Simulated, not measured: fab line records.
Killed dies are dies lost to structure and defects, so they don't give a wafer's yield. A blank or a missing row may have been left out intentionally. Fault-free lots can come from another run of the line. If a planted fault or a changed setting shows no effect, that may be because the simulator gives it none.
Which tool did it? | flow gf180mcu | 39 wafers from 13 lots sampled at 4 of the route's 602 steps

== WHAT THE GAUGES SHOWED, per wafer ==
GF_VT_IMPLANT_OVL_MEAS_29. Usual: VT_IMPLANT_02_OVL gives -1.3 nm (standard deviation 1.5).
lot  | measured     | on         | VT_IMPLANT_02_OVL (nm) | flag
L689 | day 7 00:14  | overlay-01 | -2.5 -2.6 -3.0         |
L691 | day 7 18:41  | overlay-01 | 0.0 -1.9 -1.1          |
L690 | day 7 19:02  | overlay-01 | -1.7 -1.3 -0.9         |
L692 | day 7 20:20  | overlay-01 | -4.0 -1.2 -3.1         |
L693 | day 8 01:21  | overlay-01 | -2.2 -1.9 -2.0         |
L695 | day 8 10:17  | overlay-02 | 1.1 -1.3 1.7           |
L697 | day 8 20:58  | overlay-01 | -2.0 -2.7 -2.6         |
L705 | day 11 03:35 | overlay-01 | -3.9 -3.9 -4.9         |
L707 | day 11 16:38 | overlay-02 | -1.4 1.1 -2.1          |
L709 | day 12 05:48 | overlay-01 | -1.0 0.8 1.7           |
L710 | day 12 13:23 | overlay-02 | 0.3 0.3 0.3            |
L711 | day 12 18:26 | overlay-02 | 0.7 0.1 -0.4           |
L712 | day 13 00:44 | overlay-01 | -0.5 -0.5 -0.8         |

GF_HV_LDD_TW_MEAS_38. Usual: HV_LDD_3_TW gives 1435 (standard deviation 11).
lot  | measured     | on            | HV_LDD_3_TW    | flag
L689 | day 11 15:41 | film_metro-01 | 1435 1443 1447 |
L691 | day 12 14:19 | film_metro-01 | 1436 1436 1444 |
L690 | day 12 12:16 | film_metro-03 | 1437 1433 1441 |
L692 | day 12 19:04 | film_metro-03 | 1429 1443 1440 |
L693 | day 13 05:04 | film_metro-03 | 1442 1439 1435 |
L695 | day 13 09:00 | film_metro-01 | 1449 1438 1443 |
L697 | day 13 23:20 | film_metro-01 | 1441 1435 1428 |
L705 | day 16 14:15 | film_metro-03 | 1427 1436 1425 |
L707 | day 17 09:28 | film_metro-03 | 1438 1439 1436 |
L709 | day 18 03:35 | film_metro-01 | 1425 1426 1429 |
L710 | day 18 15:10 | film_metro-01 | 1431 1432 1430 |
L711 | day 18 16:27 | film_metro-04 | 1412 1425 1414 |
L712 | day 19 00:16 | film_metro-04 | 1418 1420 1418 |

== WHAT TOOL EACH LOT RAN ON (gives the tool, then ch and the chambers of the sampled wafers, and finally the start) ==
lot  | GF_DNWELL_EXPOSE_04                | GF_HV_LDD_STRIP_37
L689 | iline_stepper-02 ch 0, day 2 17:07 | plasma_asher-02 ch 0,1, day 11 15:35
L691 | iline_stepper-01 ch 0, day 3 08:26 | plasma_asher-03 ch 0,1, day 12 14:13
L690 | iline_stepper-02 ch 0, day 3 08:41 | plasma_asher-02 ch 0,1, day 12 12:10
L692 | iline_stepper-01 ch 0, day 3 08:55 | plasma_asher-02 ch 0,1, day 12 18:58
L693 | iline_stepper-02 ch 0, day 3 13:52 | plasma_asher-04 ch 1, day 13 04:58
L695 | iline_stepper-02 ch 0, day 3 19:38 | plasma_asher-03 ch 0,1, day 13 08:53
L697 | iline_stepper-01 ch 0, day 4 04:54 | plasma_asher-04 ch 0,1, day 13 23:14
L705 | iline_stepper-01 ch 0, day 6 00:37 | plasma_asher-02 ch 0,1, day 16 14:08
L707 | iline_stepper-02 ch 0, day 6 10:42 | plasma_asher-02 ch 0,1, day 17 09:21
L709 | iline_stepper-01 ch 0, day 6 21:10 | plasma_asher-02 ch 0, day 18 03:29
L710 | iline_stepper-02 ch 0, day 7 02:06 | plasma_asher-04 ch 0,1, day 18 15:04
L711 | iline_stepper-01 ch 0, day 7 07:17 | plasma_asher-02 ch 0,1, day 18 16:21
L712 | iline_stepper-01 ch 0, day 7 12:57 | plasma_asher-03 ch 1, day 19 00:10
- GF_DNWELL_EXPOSE_04: exposes mask DNWELL, target cd 1700 nm.
- GF_HV_LDD_STRIP_37: strips in O2/N2.

== WHAT THE TOOLS THEMSELVES READ (means of the sampled wafers that have a number; where no wafer has one, the mark that the record gives instead) ==
GF_HV_LDD_STRIP_37. Usual: drypump_motor_current_A 5.6 A, standard deviation 0.33; heater_power_w 335 W, standard deviation 29; oes_product_au 0.715 a.u., standard deviation 0.0045; strip_time_to_endpoint_s 12.64 s, standard deviation 0.036.
lot  | tool            | drypump_motor_current_A (A) | heater_power_w (W) | oes_product_au (a.u.) | strip_time_to_endpoint_s (s) | flag
L689 | plasma_asher-02 | 5.4                         | 312                | 0.713                 | 12.66                        |
L691 | plasma_asher-03 | 6.1                         | 345                | 0.715                 | 12.66                        |
L690 | plasma_asher-02 | 5.4                         | 308                | 0.715                 | 12.66                        |
L692 | plasma_asher-02 | 5.4                         | 335                | 0.724                 | 12.62                        |
L693 | plasma_asher-04 | 5.8                         | 372                | 0.719                 | 12.71                        |
L695 | plasma_asher-03 | 5.6                         | 354                | 0.719                 | 12.66                        |
L697 | plasma_asher-04 | 5.6                         | 359                | 0.715                 | 12.64                        |
L705 | plasma_asher-02 | 5.4                         | 312                | 0.715                 | 12.58                        |
L707 | plasma_asher-02 | 5.4                         | 336                | 0.720                 | 12.63                        |
L709 | plasma_asher-02 | 5.4                         | 352                | 0.718                 | 12.59                        |
L710 | plasma_asher-04 | 5.6                         | 349                | 0.715                 | 12.60                        |
L711 | plasma_asher-02 | 5.4                         | 310                | 0.713                 | 12.61                        |
L712 | plasma_asher-03 | 6.4                         | 334                | 0.711                 | 12.67                        |

== THE ANSWER, worked out from the rows above alone ==
Rule: lot off if the mean of its wafers having a number is beyond 3 standard deviations from the usual mean. A lot without any number at a reading at which 4 lots or more have one is off too. All remaining lots with rows at the step are treated as sound. First the gauges in route order, then the tools' own readings, where a lot's mean is used as printed above. The first step at which some lot is off is used, and at that step the reading that is off furthest; a lot without a number counts as furthest.
No lot is off on any of the readings shown, so nothing can be concluded from this.

== WHAT THE SIMULATOR PUT IN ==
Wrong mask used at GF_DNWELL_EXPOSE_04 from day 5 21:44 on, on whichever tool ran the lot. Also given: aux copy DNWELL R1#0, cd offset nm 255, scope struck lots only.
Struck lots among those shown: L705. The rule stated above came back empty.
